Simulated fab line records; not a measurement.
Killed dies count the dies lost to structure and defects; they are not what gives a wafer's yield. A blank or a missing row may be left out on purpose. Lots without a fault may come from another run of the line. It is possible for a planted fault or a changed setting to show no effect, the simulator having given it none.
A lot that was struck, set against a sound lot | flow sky130 | 14 out of 708 route steps
Sound: the wafers L299.2, L299.3, L299.6. Wafers L309.1, L309.2, L309.4 were the ones struck. The cause is given at the end.
For every step that has rows: the tool of each side, followed by ch and its chambers, followed by its first start. Under that, the readings that differ: sound wafers | struck wafers | difference of the means | sigmas: that difference in standard deviations of wafers without a fault.
alike: words and numbers the same on both sides, and readings whose means are apart by under 2 such deviations; not compared: readings that were withheld, readings missing a value for some wafer, numbers with overlapping values and no deviation given by the record, and bounds like >300 which may hide the same value.
The two part at a step that has a row with sigmas, a row that says differs or no value, or rows on one side only. Numbers that have no deviation but don't overlap get no sigmas and don't part them. A reading missing from all wafers of one side parts the sides only when that side holds two or more wafers.

SKY_METAL3_SPUTTER_02: material AlCu, target thk 735 nm, time 39.1 s.
  sound on pvd-sputter-01, day 39 00:16; struck on pvd-sputter-01, day 41 16:16
  alike: throttle-valve-pct
SKY_METAL3_SPUTTER_03: material Ti, target thk 5 nm, time 3.3 s.
  sound on pvd-sputter-01, day 39 00:18; struck on pvd-sputter-01, day 41 16:18
  alike: throttle-valve-pct
SKY_METAL3_SPUTTER_04: material TiN, target thk 70 nm, time 58.3 s.
  sound on pvd-sputter-01, day 39 00:19; struck on pvd-sputter-01, day 41 16:19
  alike: throttle-valve-pct
SKY_CAPM_CVD_00: deposits SiO2, target thk 15.5 nm.
  sound on pecvd-03 ch 0,2, day 39 00:22; struck on pecvd-03 ch 0,1,2, day 41 16:22
  alike: heater-power-w, rf-fwd-power-W
SKY_CAPM_THK_MEAS_01:
  sound on film-metro-02, day 39 00:24; struck on film-metro-02, day 41 16:23
  alike: CAPM_CVD_00_THK
SKY_CAPM_SPUTTER_02: material TiN, target thk 200 nm, time 166.7 s.
  sound on pvd-sputter-02, day 39 00:27; struck on pvd-sputter-04, day 41 16:26
  alike: throttle-valve-pct
SKY_CAPM_RS_MEAS_03: measures by four-point-probe.
  sound on film-metro-03, day 39 00:35; struck on film-metro-03, day 41 16:33
  alike: CAPM_TIN_RS
SKY_CAPM_THK_MEAS_04: measures by xrf.
  sound on film-metro-03, day 39 00:41; struck on film-metro-03, day 41 16:40
  alike: CAPM_TIN_THK
then, 4 steps without rows for these wafers: SKY_CAPM_DEHYDRATE_05 (time 60 s); SKY_CAPM_HMDS_06 (prime time 60 s); SKY_CAPM_COAT_07 (resist thk 1140 nm); SKY_CAPM_SOFTBAKE_08 (time 60 s).
SKY_CAPM_EXPOSE_09: exposes mask CAPM, target cd 1000 nm.
  sound on iline-stepper-01 ch 0, day 39 13:12; struck on iline-stepper-01, day 42 04:37
  no value came back on the struck wafers for exposure-dose-mJ-cm2, focus-offset-nm (nm); on the sound wafers exposure-dose-mJ-cm2 reads 158.95 158.79 158.62
  alike: mask
following that, these wafers have no rows for 1 step: SKY_CAPM_PEB_10.

WHERE THEY PART
At SKY_CAPM_EXPOSE_09 and nowhere else, as far as this record goes.

WHY: what the simulator had put in
At SKY_CAPM_EXPOSE_09, the step was skipped entirely on iline-stepper-01 from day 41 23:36 on. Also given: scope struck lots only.
